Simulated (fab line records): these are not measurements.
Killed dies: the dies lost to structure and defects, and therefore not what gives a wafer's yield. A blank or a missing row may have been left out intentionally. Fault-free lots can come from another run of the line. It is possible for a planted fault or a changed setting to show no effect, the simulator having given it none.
fab line records	flow gf180mcu
record lots=5	wafers=15	lastDay=34
route steps=602 shown V5@550 TOP_METAL@567
lots that met no fault: taken from a fault-free run of the same line
startH: hours from the record's opening day to when the first of the lot's shown wafers began	waitH: time in hours since the lot's previous step	" same as the row above	L1.1+2: one row covering several wafers at once	- no value present, or no start provided	* or withheld: withheld	< > ~ a bound
route shown NAME@n: a module of which the file shows steps, and the number in the route of the first	usual: the fault-free wafers' mean and standard deviation	same: alike in all rows	chamber/n: place in a boat	sites: per-site readings	_std_site: their standard deviation	_edge_site: the outer-site mean with the inner-site mean subtracted	radiusMm: how far each site lies from the wafer's centre	mask NAME#n: copy n	behind: the tool/chamber that last shaped the wafer	hold: cause of the lot's hold/its duration in hours/its outcome	device: which transistor (n, p or np) failed to switch	end of line: tests of these same wafers at the route's end	a step without rows: its recipe alone	killed: dies lost to structure and defects at the first sort, not the wafer's yield	map: per-die view of a wafer (x killed, . not killed, _ where there is no die)
set.NAME: the setting that was run; set.NAME@STEP: the one run at that earlier step	model.NAME: the simulator's own value behind a step, which no gauge read
a table for each step, a row for each wafer; lots at some steps of the route
services: when a tool's chamber went out of use (startH, in hours from the record's first day, below 0 if earlier), for how many hours, and the reason
## steps
# step GF_V5_SOFTBAKE_10
# recipe tempC=130	timeS=60	resist=KrF
lot.wafer	tool	chamber	startH	waitH
L074.1+4+6	lithoTrack-01	0	-	-
L075.2+4+6	lithoTrack-03	0	-	-
L078.1+2+6	lithoTrack-01	0	-	-
L096.4+5+6	lithoTrack-01	0	-	-
L097.1+2+3	lithoTrack-04	0	-	-
# step GF_V5_EXPOSE_11
# recipe maskId=Via5	targetCdNm=260	na=0.68	sourceShape=conventional	sigmaOuter=0.6	doseMj=38
# usual exposureDoseMJCm2=38.00/0.036
lot.wafer	tool	chamber	startH	waitH	mask	exposureDoseMJCm2
L074.1	krfScanner-01	0	-	-	Via5#0	38.01
L074.4	"	0	"	"	Via5#0	37.97
L074.6	"	0	"	"	Via5#0	37.97
L075.2	krfScanner-01	0	-	-	Via5#0	38.05
L075.4	"	0	"	"	Via5#0	38.01
L075.6	"	0	"	"	Via5#0	38.02
L078.1	krfScanner-02	0	-	-	Via5#0	38.03
L078.2	"	0	"	"	Via5#0	37.95
L078.6	"	0	"	"	Via5#0	37.99
L096.4	krfScanner-02	0	-	-	Via5#0	38.00
L096.5	"	0	"	"	Via5#0	38.04
L096.6	"	0	"	"	Via5#0	38.04
L097.1	krfScanner-02	0	-	-	Via5#0	38.00
L097.2	"	0	"	"	Via5#0	38.02
L097.3	"	0	"	"	Via5#0	38.07
# step GF_V5_PEB_12
# recipe pebTempC=135	pebTimeS=90	resist=KrF
lot.wafer	tool	chamber	startH	waitH
L074.1+4+6	lithoTrack-03	0	-	-
L075.2+4+6	lithoTrack-01	0	-	-
L078.1+2+6	lithoTrack-04	0	-	-
L096.4+5+6	lithoTrack-04	0	-	-
L097.1+2+3	lithoTrack-01	0	-	-
# step GF_V5_DEVELOP_13
# recipe developTimeS=60	resist=KrF	devTempC=21
# usual developerTempC=21.02/0.1
lot.wafer	tool	chamber	startH	waitH	developerTempC
L074.1	lithoTrack-03	0	628.11	0.2	21.14
L074.4	"	0	"	"	21.13
L074.6	"	0	"	"	20.94
L075.2	lithoTrack-01	0	630.55	0.2	20.93
L075.4	"	0	"	"	20.88
L075.6	"	0	"	"	20.99
L078.1	lithoTrack-04	0	660.95	0.2	21.13
L078.2	"	0	"	"	20.89
L078.6	"	0	"	"	21.02
L096.4	lithoTrack-04	0	777.97	0.1	21.11
L096.5	"	0	"	"	21.05
L096.6	"	0	"	"	20.97
L097.1	lithoTrack-01	0	784.42	0.2	21.12
L097.2	"	0	"	"	21.19
L097.3	"	0	"	"	21.13
# step GF_V5_CD_MEAS_14
# recipe targetCdNm=260
# usual cdNm=259.7/1.2
lot.wafer	tool	chamber	startH	waitH	cdNm
L074.1	cdSem-01	-	628.26	0.1	258.7
L074.4	"	-	"	"	258.6
L074.6	"	-	"	"	258.1
L075.2	cdSem-02	-	630.69	0.1	260.2
L075.4	"	-	"	"	259.2
L075.6	"	-	"	"	259.4
L078.1	cdSem-02	-	661.10	0.1	260.5
L078.2	"	-	"	"	260.5
L078.6	"	-	"	"	260.9
L096.4	cdSem-02	-	778.11	0.1	259.5
L096.5	"	-	"	"	259.9
L096.6	"	-	"	"	260.2
L097.1	cdSem-01	-	784.57	0.1	260.8
L097.2	"	-	"	"	262.0
L097.3	"	-	"	"	262.1
# step GF_V5_OVL_MEAS_15
# usual V5_OVL=-2/5.4
lot.wafer	tool	chamber	startH	waitH	V5_OVL[nm]
L074.1	overlay-02	-	628.38	0.1	-8
L074.4	"	-	"	"	-6
L074.6	"	-	"	"	-4
L075.2	overlay-01	-	630.80	0.1	-7
L075.4	"	-	"	"	-1
L075.6	"	-	"	"	-2
L078.1	overlay-01	-	661.22	0.1	1
L078.2	"	-	"	"	2
L078.6	"	-	"	"	-3
L096.4	overlay-02	-	778.19	0.1	-1
L096.5	"	-	"	"	-4
L096.6	"	-	"	"	-1
L097.1	overlay-01	-	784.69	0.1	2
L097.2	"	-	"	"	7
L097.3	"	-	"	"	3
# step GF_V5_ETCH_16
# recipe chemistry=N2/H2	targetDepthA=withheld	overetchA=withheld	timeS=withheld	target=BARC	ionEnergyEv=200	sourceW=500	biasW=100	pressureMtorr=30	n2FlowSccm=100	h2FlowSccm=200
# usual drypumpMotorCurrentA=5.8/0.5	oesProductAu=0.854/0.0049	throttleValvePct=13.225/0.0097
lot.wafer	tool	chamber	startH	waitH	drypumpMotorCurrentA	oesProductAu	throttleValvePct
L074.1	rieDiel-04	2	628.41	0.0	6.0	0.849	13.237
L074.4	"	0	"	"	6.1	0.861	13.225
L074.6	"	0	"	"	6.2	0.851	13.230
L075.2	rieDiel-02	2	630.83	0.0	6.6	0.848	13.235
L075.4	"	1	"	"	5.3	0.853	13.241
L075.6	"	2	"	"	6.6	0.845	13.210
L078.1	rieDiel-01	0	661.26	0.0	5.6	0.857	13.221
L078.2	"	2	"	"	5.8	0.859	13.210
L078.6	"	2	"	"	5.9	0.853	13.223
L096.4	rieDiel-01	0	778.22	0.0	5.6	0.861	13.237
L096.5	"	3	"	"	6.5	0.858	13.214
L096.6	"	2	"	"	5.8	0.860	13.238
L097.1	rieDiel-02	0	784.72	0.0	5.1	0.853	13.221
L097.2	"	2	"	"	6.6	0.850	13.238
L097.3	"	1	"	"	5.3	0.855	13.217
# step GF_V5_ETCH_17
# recipe chemistry=C4F8/O2/Ar	maskMaterial=KrF	target=SiO2	stopOn=TiN	sourceW=1500	biasW=1200	pressureMtorr=40	c4f8FlowSccm=withheld	O2_flow_sccm=6	Ar_flow_sccm=300	timeS=withheld	targetDepthA=8550
# usual oesProductAu=0.859/0.0048
lot.wafer	tool	chamber	startH	waitH	oesProductAu
L074.1	rieDiel-04	2	-	-	0.857
L074.4	"	0	"	"	0.856
L074.6	"	0	"	"	0.860
L075.2	rieDiel-02	2	-	-	0.868
L075.4	"	1	"	"	0.859
L075.6	"	2	"	"	0.862
L078.1	rieDiel-01	0	-	-	0.865
L078.2	"	2	"	"	0.857
L078.6	"	2	"	"	0.863
L096.4	rieDiel-01	0	-	-	0.861
L096.5	"	3	"	"	0.863
L096.6	"	2	"	"	0.861
L097.1	rieDiel-02	0	-	-	0.860
L097.2	"	2	"	"	0.863
L097.3	"	1	"	"	0.851
# step GF_V5_STRIP_18
# recipe chemistry=O2/N2	powerW=1400	pressureMtorr=1500	platenTempC=250	o2FlowSccm=3000	n2FlowSccm=300	overashFraction=0.5
# usual drypumpMotorCurrentA=5.7/0.3	heaterPowerW=358/28	o2FlowSccm=3000/9.1	oesProductAu=0.569/0.0049
lot.wafer	tool	chamber	startH	waitH	drypumpMotorCurrentA	heaterPowerW	o2FlowSccm	oesProductAu	rfHoursCounterH
L074.1	plasmaAsher-01	1	628.57	-	6.1	394	3000	0.574	54
L074.4	"	0	"	"	5.6	324	3016	0.573	-
L074.6	"	0	"	"	5.6	325	2996	0.577	-
L075.2	plasmaAsher-01	1	630.98	-	6.1	391	2987	0.564	55
L075.4	"	1	"	"	6.1	400	3000	0.570	-
L075.6	"	0	"	"	5.6	324	3007	0.572	-
L078.1	plasmaAsher-01	1	661.41	-	6.1	406	3012	0.564	58
L078.2	"	0	"	"	5.6	326	2980	0.568	58
L078.6	"	0	"	"	5.6	323	2988	0.571	-
L096.4	plasmaAsher-01	0	778.39	-	5.6	317	3017	0.560	-
L096.5	"	0	"	"	5.6	332	3009	0.572	-
L096.6	"	1	"	"	6.1	391	2992	0.573	-
L097.1	plasmaAsher-01	0	784.88	-	5.6	325	3005	0.564	71
L097.2	"	1	"	"	6.1	398	2993	0.573	71
L097.3	"	1	"	"	6.1	407	3010	0.566	-
# step GF_V5_STRIP_19
# recipe chemistry=postEtchResidueRemover	timeS=1200	tempC=72.5
lot.wafer	tool	chamber	startH	waitH
L074.1+4+6	wetBench-01	3	628.67	0.1
L075.2+4+6	wetBench-04	1	631.08	0.1
L078.1+2+6	wetBench-02	1	661.51	0.1
L096.4+5+6	wetBench-04	2	778.46	0.0
L097.1+2+3	wetBench-02	1	785.04	0.1
# step GF_V5_CLEAN_20
# recipe chemistry=DIW	dry=n2Spin
lot.wafer	tool	chamber	startH	waitH
L074.1+4+6	wetBench-04	2	629.04	0.0
L075.2+4+6	wetBench-02	2	631.42	0.0
L078.1+2+6	wetBench-01	1	661.85	0.0
L096.4+5+6	wetBench-02	3	778.83	0.0
L097.1+2+3	wetBench-04	1	785.38	0.0
# step GF_V5_SPUTTER_21
# recipe material=Ti	targetThkNm=15	chamberPressurePa=5	powerW=2500	substrateTempC=200	timeS=80.02
# usual throttleValvePct=30.4/0.47
lot.wafer	tool	chamber	startH	waitH	throttleValvePct
L074.1	pvdSputter-02	-	629.14	0.0	29.8
L074.4	"	-	"	"	30.8
L074.6	"	-	"	"	29.9
L075.2	pvdSputter-02	-	631.51	0.0	31.2
L075.4	"	-	"	"	30.6
L075.6	"	-	"	"	30.5
L078.1	pvdSputter-04	-	661.94	0.0	30.0
L078.2	"	-	"	"	30.7
L078.6	"	-	"	"	29.9
L096.4	pvdSputter-01	-	778.92	0.0	30.8
L096.5	"	-	"	"	30.7
L096.6	"	-	"	"	29.5
L097.1	pvdSputter-02	-	785.47	0.0	30.0
L097.2	"	-	"	"	31.1
L097.3	"	-	"	"	30.4
# step GF_V5_SPUTTER_22
# recipe material=TiN	targetThkNm=10	chamberPressurePa=5	powerW=4000	timeS=40
# usual throttleValvePct=30.4/0.5
lot.wafer	tool	chamber	startH	waitH	throttleValvePct
L074.1	pvdSputter-02	-	629.20	0.0	29.9
L074.4	"	-	"	"	30.7
L074.6	"	-	"	"	29.8
L075.2	pvdSputter-02	-	631.57	0.0	31.4
L075.4	"	-	"	"	30.8
L075.6	"	-	"	"	30.7
L078.1	pvdSputter-04	-	662.00	0.0	29.6
L078.2	"	-	"	"	30.4
L078.6	"	-	"	"	30.2
L096.4	pvdSputter-01	-	778.98	0.0	30.7
L096.5	"	-	"	"	30.5
L096.6	"	-	"	"	29.6
L097.1	pvdSputter-02	-	785.53	0.0	30.0
L097.2	"	-	"	"	31.4
L097.3	"	-	"	"	30.9
# step GF_V5_CVD_23
# recipe material=W	targetThkNm=350	timeS=104.9	tempC=400	pressureTorr=40
# usual heaterPowerW=910/76
lot.wafer	tool	chamber	startH	waitH	heaterPowerW
L074.1	cvdW-01	0	629.24	0.0	976
L074.4	"	1	"	"	808
L074.6	"	0	"	"	974
L075.2	cvdW-01	0	631.61	0.0	947
L075.4	"	1	"	"	796
L075.6	"	0	"	"	976
L078.1	cvdW-02	1	662.04	0.0	888
L078.2	"	0	"	"	973
L078.6	"	0	"	"	998
L096.4	cvdW-01	0	779.06	0.1	974
L096.5	"	0	"	"	971
L096.6	"	1	"	"	800
L097.1	cvdW-02	1	785.57	0.0	907
L097.2	"	0	"	"	975
L097.3	"	1	"	"	843
# step GF_V5_RS_MEAS_24
# recipe thkMeasGauge=four-point-probe	reads=W_of_V5_CVD_23+TiN_of_V5_SPUTTER_22+Ti_of_V5_SPUTTER_21
# usual V5_W_RS=0.326/0.0032
lot.wafer	tool	chamber	startH	waitH	V5_W_RS[ohm/sq]
L074.1	filmMetro-04	-	629.35	0.1	0.326
L074.4	"	-	"	"	0.327
L074.6	"	-	"	"	0.322
L075.2	filmMetro-02	-	631.74	0.1	0.320
L075.4	"	-	"	"	0.321
L075.6	"	-	"	"	0.323
L078.1	filmMetro-04	-	662.15	0.1	0.328
L078.2	"	-	"	"	0.330
L078.6	"	-	"	"	0.327
L096.4	filmMetro-03	-	779.19	0.1	0.323
L096.5	"	-	"	"	0.323
L096.6	"	-	"	"	0.329
L097.1	filmMetro-02	-	785.68	0.1	0.329
L097.2	"	-	"	"	0.325
L097.3	"	-	"	"	0.324
# step GF_V5_THK_MEAS_25
# recipe thkMeasGauge=xrf	reads=W_of_V5_CVD_23
# usual V5_W_THK=353/4.6
lot.wafer	tool	chamber	startH	waitH	V5_W_THK[nm]
L074.1	filmMetro-04	-	629.47	0.1	358
L074.4	"	-	"	"	354
L074.6	"	-	"	"	359
L075.2	filmMetro-02	-	631.85	0.1	357
L075.4	"	-	"	"	358
L075.6	"	-	"	"	354
L078.1	filmMetro-04	-	662.27	0.1	357
L078.2	"	-	"	"	352
L078.6	"	-	"	"	359
L096.4	filmMetro-03	-	779.28	0.1	356
L096.5	"	-	"	"	355
L096.6	"	-	"	"	351
L097.1	filmMetro-02	-	785.80	0.1	350
L097.2	"	-	"	"	354
L097.3	"	-	"	"	355
# step GF_V5_CMP_26
# recipe stopOn=SiO2	downForcePsi=3.5	platenRpm=60	tOverpolishS=15	targetThkNm=0	padVelocityMS=0.94248
# usual motorCurrentA=11.0/1.6	overpolishRunS=14.999/0.0096	timeToEndpointS=86/3.3
lot.wafer	tool	chamber	startH	waitH	motorCurrentA	overpolishRunS	timeToEndpointS
L074.4	cmp-01	0	629.83	0.3	11.6	14.990	87
L074.1	"	2	"	"	10.8	15.010	91
L074.6	"	0	"	"	11.9	15.010	89
L075.2	cmp-02	1	631.95	0.1	8.6	15.005	87
L075.4	"	3	"	"	10.0	15.004	89
L075.6	"	1	"	"	8.5	15.008	86
L078.2	cmp-01	0	662.43	0.1	12.0	14.995	81
L078.1	"	1	"	"	12.7	14.998	78
L078.6	"	2	"	"	11.1	14.990	87
L096.4	cmp-01	3	779.31	0.0	9.5	14.993	86
L096.5	"	3	"	"	8.6	14.992	81
L096.6	"	0	"	"	12.4	15.016	82
L097.1	cmp-01	3	785.96	0.1	9.5	15.006	84
L097.2	"	0	"	"	11.9	15.006	86
L097.3	"	2	"	"	11.0	15.007	92
# step GF_TOP_METAL_SPUTTER_00
# recipe material=Ti	targetThkNm=37.5	arrivingIonEnergyEv=80	substrateTempC=200	chamberPressurePa=2	powerW=4000	timeS=150
# usual throttleValvePct=30.3/0.73
lot.wafer	tool	chamber	startH	waitH	throttleValvePct
L074.1	pvdSputter-02	-	630.13	0.1	29.8
L074.4	"	-	"	"	30.4
L074.6	"	-	"	"	30.7
L075.2	pvdSputter-03	-	632.20	0.2	31.8
L075.4	"	-	"	"	30.2
L075.6	"	-	"	"	30.2
L078.1	pvdSputter-02	-	662.63	0.1	29.7
L078.2	"	-	"	"	29.9
L078.6	"	-	"	"	29.9
L096.4	pvdSputter-04	-	779.61	0.2	29.6
L096.5	"	-	"	"	30.5
L096.6	"	-	"	"	29.9
L097.1	pvdSputter-02	-	786.26	0.2	30.6
L097.2	"	-	"	"	31.3
L097.3	"	-	"	"	30.0
## services
tool	chamber	startH	hours	kind
rieDiel-02	-	598.13	2.8	pm
rieDiel-04	3	600.01	1.9	repair
cmp-01	-	613.92	3.5	pm
rieDiel-02	1	617.74	5.9	repair
pvdSputter-04	-	621.17	19.5	repair
krfScanner-02	-	626.78	1.3	pm
krfScanner-01	-	631.97	1.3	pm
krfScanner-02	-	633.27	0.8	pm
rieDiel-04	1	637.07	18.3	repair
krfScanner-02	-	640.62	1.0	pm
cvdW-02	1	641.09	3.4	repair
plasmaAsher-01	-	645.07	1.0	repair
rieDiel-01	1	654.25	7.8	repair
pvdSputter-02	-	655.99	6.3	repair
rieDiel-02	-	656.99	0.7	repair
rieDiel-02	0	658.09	5.1	repair
krfScanner-02	-	688.01	0.4	repair
krfScanner-02	-	713.70	16.6	repair
cmp-01	-	716.62	2.4	repair
rieDiel-01	2	724.47	3.8	repair
krfScanner-02	-	731.28	3.6	pm
rieDiel-02	2	740.81	5.2	repair
rieDiel-01	0	762.06	2.0	repair
rieDiel-01	1	773.38	29.5	repair
## key
fault none
